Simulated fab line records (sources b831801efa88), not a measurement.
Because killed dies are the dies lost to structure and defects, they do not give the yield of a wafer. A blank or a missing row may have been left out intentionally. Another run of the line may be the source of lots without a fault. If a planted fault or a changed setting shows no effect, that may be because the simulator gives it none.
Struck lot and sound lot, side by side    flow gf180mcu    16 out of 602 route steps
Sound: the wafers L940.1, L940.4, L940.5. Struck: wafers L938.2, L938.5 (left out: L938.6, a lot-mate that was not struck); the cause follows at the end.
Order at every step that has rows: each side's tool, ch and its chambers, its first start. Under that, the readings that differ: sound wafers    struck wafers    difference of the means    sigmas: that difference in standard deviations of wafers without a fault.
alike: readings with means less than 2 such deviations apart, plus words and numbers identical on both sides. not compared: withheld readings, readings lacking a value on some wafer, bounds such as >300 that could conceal the same value, and numbers that have no deviation in the record and whose values overlap.
A row with sigmas, a row that says differs or no value, or rows on one side alone: a step with any of these is where the two part. When numbers do not overlap yet have no deviation, they are printed without sigmas and do not part them. A reading missing from all wafers of one side parts the sides only when that side holds two or more wafers.

GF_MIM_SPUTTER_07: material TiN, target thk 60 nm, time 50 s.
  sound on pvd_sputter-03, day 28 16:40; struck on pvd_sputter-03, day 28 07:22
  alike: throttle_valve_pct
GF_MIM_SPUTTER_08: material AlCu, target thk 200 nm, time 10.6 s.
  sound on pvd_sputter-03, day 28 16:43; struck on pvd_sputter-03, day 28 07:25
  alike: throttle_valve_pct
GF_MIM_SPUTTER_09: material TiN, target thk 35 nm, time 29.2 s.
  sound on pvd_sputter-03, day 28 16:44; struck on pvd_sputter-03, day 28 07:26
  alike: throttle_valve_pct
GF_MIM_RS_MEAS_10: uses a four-point probe to measure.
  sound on film_metro-02, day 28 16:46; struck on film_metro-02, day 28 07:29
  alike: MIM_ALCU_RS
GF_MIM_THK_MEAS_11: measures by xrf.
  sound on film_metro-02, day 28 16:53; struck on film_metro-02, day 28 07:36
  alike: MIM_ALCU_THK
then, 7 steps without rows for these wafers: GF_MIM_DEHYDRATE_12 (time 60 s); GF_MIM_HMDS_13 (prime time 60 s); GF_MIM_COAT_14 (resist thk 1000 nm); GF_MIM_SOFTBAKE_15 (time 60 s); GF_MIM_EXPOSE_16 (exposes mask FuseTop, target cd 2000 nm); GF_MIM_PEB_17; GF_MIM_DEVELOP_18 (develop time 60 s).
GF_MIM_METAL_ETCH_19: etches the open film in Cl2/BCl3, stops on Si3N4, target depth 324.5 nm, time 54.1 s.
  sound on rie_metal-03 ch 0,1, day 29 10:39; struck on rie_metal-01 ch 1, day 29 01:23
reading                                   sound                 struck         difference  sigmas
drypump_motor_current_A (A)               5.2 5.8 5.2           6.2 6.2        +0.8        +3
oes_product_au (a.u.)                     0.932 0.938 0.936     0.905 0.895    -0.035      -5
rf_fwd_power_W (W)                        794.5 793.8 794.6     663.7 664.0    -130.4      -54
throttle_valve_pct (%)                    28.280 28.301 28.285  28.324 28.320  +0.033      +3
model.MIM.feature_depth_nm (nm)           294.1 293.1 290.8     275.2 272.7    -18.7       
model.etch.depth_nm (nm)                  294.1 293.1 290.8     275.2 272.7    -18.7       
model.NOVOLAK_of_MIM_COAT_14.thk_nm (nm)  859.7 870.2 864.2     893 896.5      +30         
  alike: chamber_pressure_mTorr
  not compared: rf_hours_counter_h
GF_MIM_STRIP_20: strips in O2/N2.
  sound on plasma_asher-01 ch 0,1, day 29 10:43; struck on plasma_asher-02 ch 0,1, day 29 01:28
reading                       sound              struck       difference  sigmas
oes_product_au (a.u.)         0.689 0.700 0.693  0.704 0.705  +0.010      +2
strip_time_to_endpoint_s (s)  11.09 11.21 11.14  11.49 11.53  +0.36       +7
  alike: chamber_pressure_mTorr, drypump_motor_current_A, heater_power_w, o2_flow_sccm
  not compared: rf_hours_counter_h
then, 1 step without rows for these wafers: GF_MIM_STRIP_21 (strips in post etch residue remover, time 1200 s).
-- the record jumps here: 3 days lie between the struck wafers' starts before and after (it left off in module MIM and takes up again in module PASSIVATION, whose first step shown is number 602 of the route) --
GF_PASSIVATION_PROBE_99:
  sound on prober-02, day 32 17:04; struck on prober-02, day 32 08:43
reading                                         sound                           struck         difference  sigmas
model.etest.met5.line_ohm_um                    0.2532 0.2583 0.2609            222 184.1      +203        
model.etest.via5_chain.rc_ohm                   6.989 7.16 6.837                161.1 139.8    +143.5      
model.etest.met5.rs_ohm_sq                      0.07224 0.07318 0.07346         60.92 51.58    +56.18      
model.etest.met5.rs_ohm_sq_rim_less_centre      0.0007659 -0.0009915 -0.000896  -9.969 -4.716  -7.342      
model.etest.p_drift.open                        0 0 0                           1 1            +1          
model.etest.gate_to_diffusion_comb.under_floor  0 0 0                           1 1            +1          
model.etest.via4_chain.open                     0 0 0                           1 1            +1          
model.etest.met1_comb.under_floor               0 0 0                           1 1            +1          

## WHERE THEY PART
First at GF_MIM_METAL_ETCH_19; last, within this record, at GF_MIM_STRIP_20.

WHY: what the simulator had put in
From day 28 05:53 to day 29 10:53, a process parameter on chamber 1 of rie_metal-01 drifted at GF_MIM_METAL_ETCH_19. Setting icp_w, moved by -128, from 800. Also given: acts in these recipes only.
